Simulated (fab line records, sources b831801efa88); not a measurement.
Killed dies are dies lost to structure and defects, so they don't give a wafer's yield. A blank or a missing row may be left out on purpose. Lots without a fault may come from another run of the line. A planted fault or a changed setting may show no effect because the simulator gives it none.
Which tool did it? | flow gf180mcu | 6 lots, 18 wafers sampled, at 3 steps of a route of 602

WHAT THE GAUGES READ, wafer by wafer
GF_VT_IMPLANT_OVL_MEAS_29.
lot  | measured     | on         | VT_IMPLANT_02_OVL (nm)
L955 | day 6 23:54  | overlay-02 | -1.9 -2.2 -1.5
L957 | day 7 14:20  | overlay-01 | -1.5 -0.8 -0.5
L959 | day 8 02:14  | overlay-02 | 0.5 -2.7 -2.3
L965 | day 10 12:26 | overlay-02 | 183.9 183.1 183.1
L969 | day 11 05:39 | overlay-01 | 0.6 -0.3 2.1
L975 | day 12 14:15 | overlay-02 | 0.5 -0.8 0.2

WHICH TOOL RAN EACH LOT (tool, then ch and the chambers of the sampled wafers, then the start)
lot  | GF_VT_IMPLANT_STRIP_20               | GF_VT_IMPLANT_EXPOSE_26
L955 | plasma_asher-02 ch 0,1, day 6 08:17  | iline_stepper-01 ch 0, day 6 16:04
L957 | plasma_asher-02 ch 0,1, day 6 22:34  | iline_stepper-01 ch 0, day 7 06:17
L959 | plasma_asher-02 ch 0,1, day 7 09:55  | iline_stepper-02 ch 0, day 7 18:35
L965 | plasma_asher-02 ch 0,1, day 9 18:46  | iline_stepper-01 ch 0, day 10 03:36
L969 | plasma_asher-02 ch 0,1, day 10 11:26 | iline_stepper-02 ch 0, day 10 20:47
L975 | plasma_asher-03 ch 0, day 11 19:38   | iline_stepper-02 ch 0, day 12 04:51
- GF_VT_IMPLANT_STRIP_20: strips in O2/N2.
- GF_VT_IMPLANT_EXPOSE_26: exposes mask LVPWELL HV AREA, target cd 860 nm.

THE ANSWER, worked out from the rows above alone
Rule: what is usual is taken from the lots themselves. Put in order of their means at a reading, lots are off if they are a third of the lots or fewer, leave a main group of 4 or more, and stand apart from it by a gap of 3 or more times the standard deviation of the main group's means; of several such gaps the widest counts. A main group whose means are all the same, to the digits that the tables above print for the reading, isn't used. A lot without any number at a reading at which 4 lots or more have one is off too. The other lots that the step has rows for count as sound.
Off: L965, at GF_VT_IMPLANT_OVL_MEAS_29 (VT_IMPLANT_02_OVL). The main group: mean -0.7 nm, standard deviation 0.97.
A tool fits if, at a process step before that reading, it ran every lot that is off, and no sound lot after the first of them. The gauges at GF_VT_IMPLANT_OVL_MEAS_29 are tried like those tools. One fits: iline_stepper-01 at GF_VT_IMPLANT_EXPOSE_26. Its last sound lot is L957 (day 7 06:17), its first lot that is off L965 (day 10 03:36): a fault that began between those two fits.

WHAT THE SIMULATOR HAD PUT IN
Scanner matching overlay: iline_stepper-01, from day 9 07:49 on, at GF_VT_IMPLANT_EXPOSE_26. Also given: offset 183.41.
Lots struck among those shown: L965. The rule above found the same.
